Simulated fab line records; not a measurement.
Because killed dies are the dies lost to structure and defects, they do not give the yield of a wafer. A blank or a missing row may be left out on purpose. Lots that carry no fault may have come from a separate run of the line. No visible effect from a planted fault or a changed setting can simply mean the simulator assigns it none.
Chamber matching	flow sfq_line	SFQ_TRILAYER_I2_CMP_CMP_064 on cmp-01: 4 sister chambers
The step polishes SiO2. 14 wafers are shown with their chamber, then 7 later ones without.

== WAFERS PAIRED WITH THEIR CHAMBERS ==
wafer	chamber	motor_current_A (A)	time_to_endpoint_s (s)
L136.2	2	10.4	209
L136.4	3	12.2	220
L136.5	1	9.7	206
L137.1	1	9.6	213
L137.2	2	11.2	210
L137.3	0	11.2	216
L140.1	3	11.7	217
L140.2	2	11.0	215
L140.6	0	11.6	215
L143.2	1	9.7	211
L143.4	2	11.9	204
L143.5	0	11.4	212
L145.1	0	12.3	208
L145.3	1	9.0	213

SIGNATURES, as means of the wafers listed above
reading	chamber 0	chamber 1	chamber 2	chamber 3	scatter within a chamber
motor_current_A	11.625	9.500	11.125	11.950	0.48
time_to_endpoint_s	212.75	210.75	209.50	218.50	3.7
Rule: for a wafer and a chamber, the distance is found by dividing, reading by reading, the gap between the wafer's reading and the chamber's mean by the reading's scatter, squaring, summing and taking the root. The wafer belongs to the nearest chamber; if the next one is less than 2 further off, it can't be placed. The scatter: take each reading less its chamber's mean, square it, sum over the shown wafers, divide by the number of wafers less the number of chambers, and take the root.

== WAFERS MISSING THEIR CHAMBER ==
wafer	motor_current_A (A)	time_to_endpoint_s (s)
L145.5	11.8	217
L155.3	11.9	223
L155.5	12.0	225
L155.6	12.1	216
L158.3	12.7	203
L158.2	10.9	211
L158.5	9.7	216

== WHICH CHAMBER EACH WENT THROUGH ==
wafer	from the rows above	in truth
L145.5	can't be placed: 3 or 0 or 2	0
L155.3	can't be placed: 3 or 0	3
L155.5	can't be placed: 3 or 0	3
L155.6	can't be placed: 3 or 0 or 2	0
L158.3	can't be placed: 0 or 2 or 3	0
L158.2	can't be placed: 2 or 0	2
L158.5	can't be placed: 1 or 2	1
0 of 7 placed correctly. Unplaceable from these rows: 7, with the true chamber sitting among the candidates in 7. 0 placed wrongly.
